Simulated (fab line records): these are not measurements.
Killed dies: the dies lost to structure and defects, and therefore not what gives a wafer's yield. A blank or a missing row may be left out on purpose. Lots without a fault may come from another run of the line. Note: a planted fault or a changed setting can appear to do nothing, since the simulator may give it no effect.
One fault through the eyes of 2 desks ; flow sky130 ; what lay behind the numbers comes last; until then each desk has only its own

== FROM THE METROLOGY DESK ==
Means of the sampled wafers that have a number, per lot and without regard to the tool the lot ran on: this is what the gauges read. The brackets show how far a lot's mean lies from the usual mean; more than 4 standard deviations puts the lot out of limits, marked OUT.
Columns: A = FIELD_ISO_CVD_24_THK at SKY_FIELD_ISO_THK_MEAS_25, usual 592 nm; B = NWELL_01_OVL at SKY_NWELL_OVL_MEAS_23, usual -0.8 nm; C = LDD_HVN_TW at SKY_LDD_HVN_TW_MEAS_10, usual 1441
lot;first seen here;A;B;C
L392;day 2 12:07;596;-0.6;1429
L394;day 3 00:37;589;-0.9;1429
L395;day 3 06:04;589;0.2;1429
L396;day 3 10:51;596;-;1430
L397;day 3 14:58;597;-;1432
L398;day 3 20:44;595;-0.3;1447
L400;day 4 06:47;589;-3.0;1442
L406;day 5 14:19;588;-0.6;1453
L407;day 5 18:43;590;-1.9;1452
L410;day 6 11:49;592;-1.0;1448
L411;day 6 15:37;592;-0.6;1454
L412;day 6 19:27;590;-1.9;1443
L414;day 7 08:22;594;-1.3;1450
This desk found nothing out of limits on any of the 13 lots.

== AT THE TOOL OWNER'S DESK: litho-track-04 ==
The tool's own readings at SKY_NWELL_COAT_18 (resist thk 3000 nm): means of the sampled wafers that have a number, for each lot that ran on this tool. The brackets show how far a lot's mean lies from the usual mean; more than 4 standard deviations puts the lot out of limits, marked OUT.
Columns: A = chill-plate-temp-C at SKY_NWELL_COAT_18, usual 22.99 C; B = dispense-pressure-kPa at SKY_NWELL_COAT_18, usual 53 kPa
lot;first seen here;A;B
L398;day 6 16:32;23.07;48
L407;day 8 19:15;23.07;48
L410;day 9 16:54;23.00;48
This desk found nothing out of limits on any of the 3 lots.

== PUT TOGETHER ==
The metrology desk saw nothing out of limits.
Nothing out of limits was seen by the tool owner's desk.

== WHAT THE SIMULATOR PUT IN ==
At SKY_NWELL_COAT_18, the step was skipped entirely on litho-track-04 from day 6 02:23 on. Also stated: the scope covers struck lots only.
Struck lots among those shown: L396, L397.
